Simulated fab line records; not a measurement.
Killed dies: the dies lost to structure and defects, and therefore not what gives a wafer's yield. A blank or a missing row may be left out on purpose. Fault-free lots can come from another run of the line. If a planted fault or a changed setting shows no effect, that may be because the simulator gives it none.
A struck lot beside a sound one -- flow sky130 -- 16 out of 708 route steps
Sound: the wafers L171.2, L171.3, L171.4. Wafers struck: L178.2, L178.4, L178.5. Last of all comes the cause.
Per side, at each step with rows, come the tool, then ch with its chambers, and then its first start. Under that, the readings that differ: sound wafers -- struck wafers -- difference of the means -- sigmas: that difference in standard deviations of wafers without a fault.
alike: readings whose means differ by less than 2 such deviations, and words and numbers that are the same on both sides. not compared: withheld readings, readings that some wafer has no value for, bounds like >300 that may hide the same value, and numbers for which the record gives no deviation and whose values overlap.
Wherever a step has rows on one side only, a row that says differs or no value, or a row with sigmas, the two part there. Non-overlapping numbers with no deviation appear without sigmas and do not part them. A reading missing from all wafers of one side parts the sides only when that side holds two or more wafers.

first, 8 steps without rows for these wafers: SKY_METAL1_DEHYDRATE_07 (time 60 s); SKY_METAL1_HMDS_08 (prime time 60 s); SKY_METAL1_COAT_09 (resist thk 60 nm); SKY_METAL1_COAT_10 (resist thk 450 nm); SKY_METAL1_SOFTBAKE_11 (time 90 s); SKY_METAL1_EXPOSE_12 (exposes mask MM1, target cd 140 nm); SKY_METAL1_PEB_13; SKY_METAL1_DEVELOP_14 (develop time 60 s).
SKY_METAL1_CD_MEAS_15: target cd 140 nm.
  sound on cd-sem-01, day 33 10:44; struck on cd-sem-01, day 35 20:56
  alike: cd-nm
SKY_METAL1_OVL_MEAS_16:
  sound on overlay-02, day 33 10:50; struck on overlay-02, day 35 21:02
  alike: METAL1_OVL
SKY_METAL1_DESCUM_17: chemistry O2, time 8 s.
  sound on rie-metal-01 ch 0, day 33 10:53; struck on rie-metal-04 ch 0, day 35 21:05
  alike: drypump-motor-current-A, oes-product-au
  not compared: rf-hours-counter-h
SKY_METAL1_ETCH_18: etches BARC in N2/H2, stops on SiO2, time 45.9 s, target depth 60 nm.
  sound on rie-metal-01 ch 0, day 33 10:57; struck on rie-metal-04 ch 0, day 35 21:09
  alike: drypump-motor-current-A, oes-product-au, throttle-valve-pct
  not compared: rf-hours-counter-h
SKY_METAL1_METAL_ETCH_19: etches the open film in Cl2/BCl3, stops on SiO2, target depth 360 nm, time 78 s.
  sound on rie-metal-01 ch 0, day 33 11:05; struck on rie-metal-04 ch 0, day 35 21:17
reading,sound,struck,difference,sigmas
oes-product-au (a.u.),0.858 0.855 0.858,0.804 0.797 0.806,-0.055,-9
over-etch-frac,0.3 0.3 0.3,0.46566 0.46566 0.46566,+0.16566,
model.KrF-thick_of_METAL1_COAT_10.thk-nm (nm),150.7 153.8 151,131.8 130.7 131.3,-20.6,
model.METAL1.cd-nm (nm),141.3 137.4 140.1,133.1 133.7 134,-6.0,
  alike: drypump-motor-current-A, mfc-cl2-sccm, throttle-valve-pct
  not compared: rf-hours-counter-h
SKY_METAL1_STRIP_20: strips in O2/N2.
  sound on plasma-asher-02 ch 0,1, day 33 11:14; struck on plasma-asher-02 ch 0, day 35 21:26
reading,sound,struck,difference,sigmas
oes-product-au (a.u.),0.342 0.340 0.344,0.328 0.324 0.326,-0.016,-3
strip-time-to-endpoint-s (s),2.62 2.65 2.60,2.41 2.38 2.40,-0.23,-6
  alike: drypump-motor-current-A
  not compared: rf-hours-counter-h
then, 1 step without rows for these wafers: SKY_METAL1_STRIP_21 (strips in post etch residue remover, time 1200 s).
-- the record jumps here: 12 days lie between the struck wafers' starts before and after (it left off in module METAL1 and takes up again in module PAD_OPEN, whose first step shown is number 708 of the route) --
SKY_PAD_OPEN_PROBE_99:
  rows exist in the record for the struck wafers here (prober-01, day 48 02:40), but not for the sound ones

WHERE THEY PART
At SKY_METAL1_METAL_ETCH_19 first; at SKY_PAD_OPEN_PROBE_99 last (within this record only).

WHY: whatever the simulator had introduced
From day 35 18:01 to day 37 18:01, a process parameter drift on rie-metal-04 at SKY_METAL1_METAL_ETCH_19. Setting over-etch-frac, moved by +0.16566, from 0.3. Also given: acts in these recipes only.
